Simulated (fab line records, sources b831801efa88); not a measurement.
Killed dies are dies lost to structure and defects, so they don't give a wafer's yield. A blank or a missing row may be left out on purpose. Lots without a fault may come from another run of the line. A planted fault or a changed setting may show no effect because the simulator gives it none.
fab line records | flow sky130
record lots=5 wafers=15 last_day=50
route steps=708 shown LDD_LDN@292 SPACER@304
lots that met no fault: from a run of the same line without faults
start_h: hours from the record's first day to the start of the lot's first wafer shown | wait_h: hours since the lot's step before | " the same as in the row above | L1.1+2: a row that stands for several wafers | - no value, or no start given | * or withheld: withheld | < > ~ a bound
route shown NAME@n: a module of which the file shows steps, and the number in the route of the first | usual: mean/standard deviation of fault-free wafers | same: alike in all rows | chamber/n: place in a boat | sites: the reading at each site | _std_site: their standard deviation | _edge_site: outer sites' mean less inner sites' | radius_mm: how far each site lies from the wafer's centre | mask NAME#n: copy n | behind: the tool/chamber that last shaped the wafer | hold: why the lot was held/for how many hours/how that ended | device: the transistor (n, p or np) that didn't switch | end of line: the same wafers' tests at the end of the route | a step without rows: its recipe alone | killed: dies lost to structure and defects at the first sort, not the wafer's yield | map: a wafer's dies, x killed, . not, _ none there
set.NAME: the setting as run; set.NAME@STEP: as run at that earlier step | model.NAME: the simulator's own value behind a step, which no gauge read
lots at some steps of the route; a table a step, a row a wafer
services: from which hour (start_h, from the record's first day; less than 0 if before it) a tool's chamber was out of use, for how many hours, and why
## steps
# step SKY_LDD_LDN_SOFTBAKE_03
# recipe temp_c=90 time_s=60 resist=NOVOLAK
# step SKY_LDD_LDN_EXPOSE_04
# recipe mask_id=LDNTM na=0.6 source_shape=conventional sigma_outer=0.6 polarization=unpolarized target_cd_nm=700 dose_mj=140
# step SKY_LDD_LDN_PEB_05
# recipe temp_c=withheld time_s=* resist=NOVOLAK
# step SKY_LDD_LDN_DEVELOP_06
# recipe resist=NOVOLAK developer=TMAH develop_time_s=60 dev_temp_c=23
# step SKY_LDD_LDN_OVL_MEAS_07
# usual LDD_LDN_OVL=-0.5/1.5
# columns lot.wafer tool chamber start_h wait_h LDD_LDN_OVL[nm]
L800.1 overlay-01 - 515.15 0.1 -1.1
L800.4 " - " " 0.2
L800.6 " - " " 0.9
L803.1 overlay-02 - 554.22 0.1 -1.7
L803.3 " - " " -1.2
L803.6 " - " " 2.5
L811.1 overlay-02 - 631.40 0.1 -1.3
L811.2 " - " " -0.9
L811.4 " - " " -1.9
L819.2 overlay-02 - 697.68 0.1 0.2
L819.4 " - " " 0.8
L819.5 " - " " -1.7
L823.1 overlay-01 - 717.52 0.1 0.9
L823.5 " - " " -1.6
L823.6 " - " " 0.4
# step SKY_LDD_LDN_IMPLANT_08
# recipe species=As energy_kev=15 dose_cm2=1.25e+13 tilt_deg=withheld rotation_deg=23
# step SKY_LDD_LDN_IMPLANT_09
# recipe species=As energy_kev=15 dose_cm2=1.25e+13 tilt_deg=withheld rotation_deg=113
# step SKY_LDD_LDN_IMPLANT_10
# recipe species=As energy_kev=15 dose_cm2=1.25e+13 tilt_deg=withheld rotation_deg=203
# step SKY_LDD_LDN_IMPLANT_11
# recipe species=As energy_kev=15 dose_cm2=1.25e+13 tilt_deg=withheld rotation_deg=293
# step SKY_LDD_LDN_STRIP_12
# recipe chemistry=O2/N2 power_w=1400 pressure_mtorr=1500 platen_temp_c=withheld o2_flow_sccm=3000 n2_flow_sccm=300 overash_fraction=0.5
# usual drypump_motor_current_A=5.6/0.41 oes_product_au=0.715/0.0049 strip_time_to_endpoint_s=14.20/0.042
# columns lot.wafer tool chamber start_h wait_h drypump_motor_current_A oes_product_au rf_hours_counter_h strip_time_to_endpoint_s
L800.1 plasma_asher-02 1 515.79 0.1 5.4 0.713 35 14.27
L800.4 " 0 " " 5.9 0.718 - 14.26
L800.6 " 1 " " 5.4 0.716 - 14.29
L803.1 plasma_asher-04 0 554.86 0.1 5.8 0.717 91 14.22
L803.3 " 1 " " 5.1 0.720 - 14.23
L803.6 " 1 " " 5.1 0.712 - 14.23
L811.1 plasma_asher-04 1 632.04 0.1 5.1 0.713 98 14.20
L811.2 " 0 " " 5.8 0.710 98 14.21
L811.4 " 1 " " 5.1 0.720 - 14.22
L819.2 plasma_asher-01 1 698.31 0.1 6.3 0.715 28 14.28
L819.4 " 0 " " 5.3 0.718 - 14.31
L819.5 " 0 " " 5.3 0.708 - 14.26
L823.1 plasma_asher-04 0 718.16 0.1 5.8 0.706 106 14.21
L823.5 " 1 " " 5.1 0.708 - 14.19
L823.6 " 0 " " 5.8 0.705 - 14.20
# step SKY_LDD_LDN_TW_MEAS_13
# usual LDD_LDN_TW=1474/20
# columns lot.wafer tool chamber start_h wait_h LDD_LDN_TW
L800.1 film_metro-03 - 515.89 0.1 1507
L800.4 " - " " 1505
L800.6 " - " " 1502
L803.1 film_metro-03 - 554.96 0.1 1511
L803.3 " - " " 1508
L803.6 " - " " 1507
L811.1 film_metro-03 - 632.14 0.1 1497
L811.2 " - " " 1484
L811.4 " - " " 1492
L819.2 film_metro-03 - 698.42 0.1 1503
L819.4 " - " " 1501
L819.5 " - " " 1499
L823.1 film_metro-04 - 718.26 0.1 1461
L823.5 " - " " 1464
L823.6 " - " " 1467
# step SKY_LDD_LDN_CLEAN_14
# recipe chemistry=SC1/SC2 mix=1:4:20 temp_c=70 time_s=150 dry=n2_spin
# step SKY_SPACER_CVD_00
# recipe material=Si3N4 precursor=DCS/NH3 target_thk_nm=43.1 temp_c=770 time_s=740 pressure_mtorr=250
# usual spike_tc_bottom_C=787.8/1.1 spike_tc_centre_C=771.3/0.96 spike_tc_lower_C=770.4/1.2 spike_tc_top_C=782/3.4 spike_tc_upper_C=769.0/1.6 susceptor_temp_C=770.0/0.36 zone_power_bottom_pct=18.9/0.52 zone_power_centre_pct=13.0/0.33 zone_power_lower_pct=13.89/0.13 zone_power_upper_pct=13.6/0.36
# columns lot.wafer tool chamber start_h wait_h spike_tc_bottom_C spike_tc_centre_C spike_tc_lower_C spike_tc_top_C spike_tc_upper_C susceptor_temp_C zone_power_bottom_pct zone_power_centre_pct zone_power_lower_pct zone_power_upper_pct model.Si3N4_of_SPACER_CVD_00.thk_nm
L800.1 lpcvd-02 1 516.84 0.8 786.9 771.7 770.8 787 769.6 769.7 19.4 12.8 13.87 13.3 43.24
L800.4 " 1 " " 788.0 771.5 772.5 787 770.9 769.3 19.2 12.7 13.82 13.3 43.23
L800.6 " 1 " " 788.4 771.6 770.5 785 770.3 769.6 19.3 12.7 13.94 13.3 43.35
L803.1 lpcvd-02 1 555.08 0.0 788.7 770.1 771.5 786 770.6 770.3 19.7 12.7 13.94 13.5 43.17
L803.3 " 1 " " 786.5 770.5 772.0 786 769.6 769.9 19.6 12.6 13.75 13.0 43.05
L803.6 " 1 " " 789.1 771.5 771.8 785 768.6 770.4 19.6 12.8 13.83 13.3 43.2
L811.1 lpcvd-02 1 632.25 0.0 838.7 824.1 824.7 838 825.3 823.4 22.1 14.1 15.64 15.0 74.79
L811.2 " 1 " " 838.6 825.0 823.3 838 825.3 823.4 22.3 14.3 15.77 15.1 75.1
L811.4 " 1 " " 838.3 824.5 824.2 838 821.0 823.3 22.3 14.7 16.03 14.9 74.85
L819.2 lpcvd-02 0 699.01 0.5 787.5 772.4 771.5 779 768.7 769.8 18.7 13.1 14.21 13.7 42.8
L819.4 " 0 " " 786.9 771.2 770.3 778 765.3 770.0 18.6 13.3 13.57 14.1 42.75
L819.5 " 0 " " 787.9 774.2 769.4 778 766.8 770.0 18.6 13.5 14.10 13.7 42.99
L823.1 lpcvd-02 1 719.77 1.4 787.8 770.1 771.8 785 770.7 769.6 19.6 12.4 13.80 13.1 43
L823.5 " 1 " " 787.8 772.2 773.3 786 771.7 769.2 19.4 12.5 13.76 13.2 43.21
L823.6 " 1 " " 787.1 769.8 770.7 784 770.6 769.8 19.3 12.6 14.23 13.3 43.33
# step SKY_SPACER_THK_MEAS_01
# recipe reads=Si3N4_of_SPACER_CVD_00
# usual SPACER_CVD_00_THK=42.9/0.39
# columns lot.wafer tool chamber start_h wait_h hold SPACER_CVD_00_THK[nm]
L800.1 film_metro-04 - 518.05 0.0 - 43.2
L800.4 " - " " - 43.2
L800.6 " - " " - 43.3
L803.1 film_metro-04 - 556.28 0.0 - 43.2
L803.3 " - " " - 43.0
L803.6 " - " " - 43.2
L811.1 film_metro-04 - 633.46 0.0 await_dispo/0.2h/release 74.7
L811.2 " - " " await_dispo/0.2h/release 75.1
L811.4 " - " " await_dispo/0.2h/release 74.8
L811.1 film_metro-04 - 633.68 0.2 - 74.8
L811.2 " - " " - 75.1
L811.4 " - " " - 74.9
L819.2 film_metro-01 - 700.22 0.0 - 42.8
L819.4 " - " " - 42.8
L819.5 " - " " - 42.9
L823.1 film_metro-01 - 720.97 0.0 - 43.0
L823.5 " - " " - 43.2
L823.6 " - " " - 43.3
## services
# columns tool chamber start_h hours kind
plasma_asher-01 - 500.83 1.7 repair
plasma_asher-04 - 513.51 4.3 pm
plasma_asher-04 - 573.65 2.3 repair
plasma_asher-04 - 681.52 15.6 pm
plasma_asher-01 - 686.82 2.7 repair
plasma_asher-04 - 701.37 1.6 repair
## key
first_sign step=SKY_SPACER_CVD_00 reading=susceptor_temp_C direction=up sigmas=99+ usual=* struck=*
effect step=SKY_SPACER_CVD_00 reading=spike_tc_centre_C direction=up sigmas=55 usual=771.3 struck=824.5
effect step=SKY_SPACER_THK_MEAS_01 reading=visit direction=added
effect step=SKY_SPACER_THK_MEAS_01 reading=SPACER_CVD_00_THK direction=up sigmas=82 usual=42.9 struck=74.9
model_effect step=SKY_SPACER_CVD_00 value=Si3N4_of_SPACER_CVD_00.thk_nm without=42.58 struck=74.91
met_at SKY_SPACER_CVD_00
struck_wafers L811.1,L811.2,L811.4
scrapped_behind SKY_SPACER_THK_MEAS_01 L811.1,L811.2,L811.4
onset_between 555.08 632.25
fault kind=process_parameter_drift tool=lpcvd-02 chamber=1 onset_h=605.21 steps=SKY_SPACER_CVD_00 channel=temp_c offset=* shape=step end_h=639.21 acts_in=* stated=*
